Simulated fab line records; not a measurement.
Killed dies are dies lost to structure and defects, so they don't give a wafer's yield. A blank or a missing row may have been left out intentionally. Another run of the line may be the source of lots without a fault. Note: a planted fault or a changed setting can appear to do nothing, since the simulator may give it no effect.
Which of the tools did it? || flow gf180mcu || 12 lots, 36 wafers sampled, at 2 steps of a route of 602

## WHAT EACH GAUGE READ, for each wafer
GF_STI_THK_MEAS_30.
{"lot": "L975", "measured": "day 2 07:02", "on": "filmMetro-03", "STI_OXIDATION_02_THK (nm)": "10.21 9.97 9.91"}
{"lot": "L978", "measured": "day 2 21:37", "on": "filmMetro-01", "STI_OXIDATION_02_THK (nm)": "9.92 10.06 9.94"}
{"lot": "L979", "measured": "day 3 02:12", "on": "filmMetro-02", "STI_OXIDATION_02_THK (nm)": "10.03 10.01 10.04"}
{"lot": "L981", "measured": "day 3 17:04", "on": "filmMetro-03", "STI_OXIDATION_02_THK (nm)": "11.14 11.12 11.10"}
{"lot": "L982", "measured": "day 3 18:28", "on": "filmMetro-02", "STI_OXIDATION_02_THK (nm)": "11.13 11.12 11.04"}
{"lot": "L983", "measured": "day 4 00:55", "on": "filmMetro-01", "STI_OXIDATION_02_THK (nm)": "11.05 11.01 10.99"}
{"lot": "L985", "measured": "day 4 11:32", "on": "filmMetro-01", "STI_OXIDATION_02_THK (nm)": "11.48 11.39 11.52"}
{"lot": "L990", "measured": "day 5 11:38", "on": "filmMetro-02", "STI_OXIDATION_02_THK (nm)": "10.10 10.21 10.34"}
{"lot": "L993", "measured": "day 6 02:44", "on": "filmMetro-01", "STI_OXIDATION_02_THK (nm)": "9.89 9.88 9.84"}
{"lot": "L996", "measured": "day 6 22:31", "on": "filmMetro-01", "STI_OXIDATION_02_THK (nm)": "9.76 9.89 9.92"}
{"lot": "L997", "measured": "day 7 01:38", "on": "filmMetro-03", "STI_OXIDATION_02_THK (nm)": "9.83 9.81 9.95"}
{"lot": "L998", "measured": "day 7 06:08", "on": "filmMetro-01", "STI_OXIDATION_02_THK (nm)": "10.34 10.27 10.26"}

## WHAT TOOL EACH LOT RAN ON (gives the tool, then ch and the chambers of the sampled wafers, and finally the start)
{"lot": "L975", "GF_STI_OXIDATION_29": "furnace-01 ch 0, day 2 05:39"}
{"lot": "L978", "GF_STI_OXIDATION_29": "furnace-01 ch 0, day 2 20:13"}
{"lot": "L979", "GF_STI_OXIDATION_29": "furnace-01 ch 0, day 3 00:48"}
{"lot": "L981", "GF_STI_OXIDATION_29": "furnace-01 ch 0, day 3 15:41"}
{"lot": "L982", "GF_STI_OXIDATION_29": "furnace-01 ch 0, day 3 17:04"}
{"lot": "L983", "GF_STI_OXIDATION_29": "furnace-01 ch 0, day 3 23:31"}
{"lot": "L985", "GF_STI_OXIDATION_29": "furnace-01 ch 0, day 4 10:08"}
{"lot": "L990", "GF_STI_OXIDATION_29": "furnace-02 ch 0, day 5 10:15"}
{"lot": "L993", "GF_STI_OXIDATION_29": "furnace-02 ch 0, day 6 01:20"}
{"lot": "L996", "GF_STI_OXIDATION_29": "furnace-01 ch 0, day 6 21:07"}
{"lot": "L997", "GF_STI_OXIDATION_29": "furnace-01 ch 0, day 7 00:14"}
{"lot": "L998", "GF_STI_OXIDATION_29": "furnace-02 ch 0, day 7 04:44"}
- GF_STI_OXIDATION_29: stabilise 600 s, purge 300 s, target thk 10 nm.

## AS READ BY THE TOOLS THEMSELVES (means over the sampled wafers that have a number; for cases with no such wafer, the mark the record gives instead)
GF_STI_OXIDATION_29.
{"lot": "L975", "tool": "furnace-01", "spikeTcBottomC (C)": 913.4, "spikeTcCentreC (C)": 900.3, "spikeTcLowerC (C)": 900.6, "spikeTcUpperC (C)": 900.4, "tubeCenterTempC (C)": 900, "tube_center_temp_C_max": 902.3, "zonePowerCentrePct (%)": 20.36, "zonePowerTopPct (%)": 33.5}
{"lot": "L978", "tool": "furnace-01", "spikeTcBottomC (C)": 914.0, "spikeTcCentreC (C)": 900.3, "spikeTcLowerC (C)": 899.9, "spikeTcUpperC (C)": 899.8, "tubeCenterTempC (C)": 900, "tube_center_temp_C_max": 902.4, "zonePowerCentrePct (%)": 20.23, "zonePowerTopPct (%)": 33.6}
{"lot": "L979", "tool": "furnace-01", "spikeTcBottomC (C)": 914.0, "spikeTcCentreC (C)": 899.5, "spikeTcLowerC (C)": 900.0, "spikeTcUpperC (C)": 900.5, "tubeCenterTempC (C)": 900, "tube_center_temp_C_max": 902.3, "zonePowerCentrePct (%)": 20.28, "zonePowerTopPct (%)": 34.0}
{"lot": "L981", "tool": "furnace-01", "spikeTcBottomC (C)": 925.4, "spikeTcCentreC (C)": 910.3, "spikeTcLowerC (C)": 911.3, "spikeTcUpperC (C)": 911.9, "tubeCenterTempC (C)": 911, "tube_center_temp_C_max": 912.8, "zonePowerCentrePct (%)": 20.87, "zonePowerTopPct (%)": 34.2}
{"lot": "L982", "tool": "furnace-01", "spikeTcBottomC (C)": 924.5, "spikeTcCentreC (C)": 909.2, "spikeTcLowerC (C)": 911.1, "spikeTcUpperC (C)": 910.0, "tubeCenterTempC (C)": 911, "tube_center_temp_C_max": 912.9, "zonePowerCentrePct (%)": 20.82, "zonePowerTopPct (%)": 34.6}
{"lot": "L983", "tool": "furnace-01", "spikeTcBottomC (C)": 924.2, "spikeTcCentreC (C)": 911.9, "spikeTcLowerC (C)": 910.3, "spikeTcUpperC (C)": 911.1, "tubeCenterTempC (C)": 911, "tube_center_temp_C_max": 912.8, "zonePowerCentrePct (%)": 20.94, "zonePowerTopPct (%)": 34.7}
{"lot": "L985", "tool": "furnace-01", "spikeTcBottomC (C)": 925.1, "spikeTcCentreC (C)": 910.6, "spikeTcLowerC (C)": 910.5, "spikeTcUpperC (C)": 911.1, "tubeCenterTempC (C)": 911, "tube_center_temp_C_max": 912.5, "zonePowerCentrePct (%)": 20.85, "zonePowerTopPct (%)": 34.2}
{"lot": "L990", "tool": "furnace-02", "spikeTcBottomC (C)": 920.1, "spikeTcCentreC (C)": 901.4, "spikeTcLowerC (C)": 899.5, "spikeTcUpperC (C)": 900.5, "tubeCenterTempC (C)": 900, "tube_center_temp_C_max": 902.0, "zonePowerCentrePct (%)": 19.95, "zonePowerTopPct (%)": 34.8}
{"lot": "L993", "tool": "furnace-02", "spikeTcBottomC (C)": 919.1, "spikeTcCentreC (C)": 899.7, "spikeTcLowerC (C)": 900.0, "spikeTcUpperC (C)": 899.7, "tubeCenterTempC (C)": 900, "tube_center_temp_C_max": 902.3, "zonePowerCentrePct (%)": 19.87, "zonePowerTopPct (%)": 35.0}
{"lot": "L996", "tool": "furnace-01", "spikeTcBottomC (C)": 913.7, "spikeTcCentreC (C)": 899.9, "spikeTcLowerC (C)": 900.9, "spikeTcUpperC (C)": 900.3, "tubeCenterTempC (C)": 900, "tube_center_temp_C_max": 902.5, "zonePowerCentrePct (%)": 20.18, "zonePowerTopPct (%)": 33.8}
{"lot": "L997", "tool": "furnace-01", "spikeTcBottomC (C)": 913.8, "spikeTcCentreC (C)": 900.3, "spikeTcLowerC (C)": 900.2, "spikeTcUpperC (C)": 899.5, "tubeCenterTempC (C)": 900, "tube_center_temp_C_max": 902.7, "zonePowerCentrePct (%)": 20.36, "zonePowerTopPct (%)": 33.4}
{"lot": "L998", "tool": "furnace-02", "spikeTcBottomC (C)": 919.6, "spikeTcCentreC (C)": 899.1, "spikeTcLowerC (C)": 898.6, "spikeTcUpperC (C)": 899.6, "tubeCenterTempC (C)": 900, "tube_center_temp_C_max": 902.5, "zonePowerCentrePct (%)": 19.97, "zonePowerTopPct (%)": 35.2}

## THE ANSWER, worked out from the rows above alone
Rule: the lots themselves supply what counts as usual. The widest of any qualifying gaps counts: lots, ordered by their means at a reading, are off when they make up no more than a third of the lots, leave a main group of 4 or more, and stand apart from it by 3 or more times the standard deviation of that group's means. A main group is skipped when, at the precision printed for the reading in the tables above, its means are all equal. A lot without any number at a reading at which 4 lots or more have one is off too. Where the step has rows for the other lots, those lots are counted as sound. Order of review: gauges by route order, followed by the tools' own readings, for which a lot's mean as printed above is used. At the first step where some lot is off, the reading lying furthest off is the one used; lots without a number count as furthest.
Off: at GF_STI_THK_MEAS_30 (STI_OXIDATION_02_THK), L981, L982, L983, L985. The main group has a mean of 10.02 nm with a standard deviation of 0.15.
If a tool, at a process step before that reading, ran all the lots that are off and no sound lot after the first of them, it fits. Not tried: the gauges at GF_STI_THK_MEAS_30; whatever is off there is also off at GF_STI_OXIDATION_29, on other tools, and gauge error can't account for it. No candidate that was tried fits.

## WHAT THE SIMULATOR HAD INSERTED
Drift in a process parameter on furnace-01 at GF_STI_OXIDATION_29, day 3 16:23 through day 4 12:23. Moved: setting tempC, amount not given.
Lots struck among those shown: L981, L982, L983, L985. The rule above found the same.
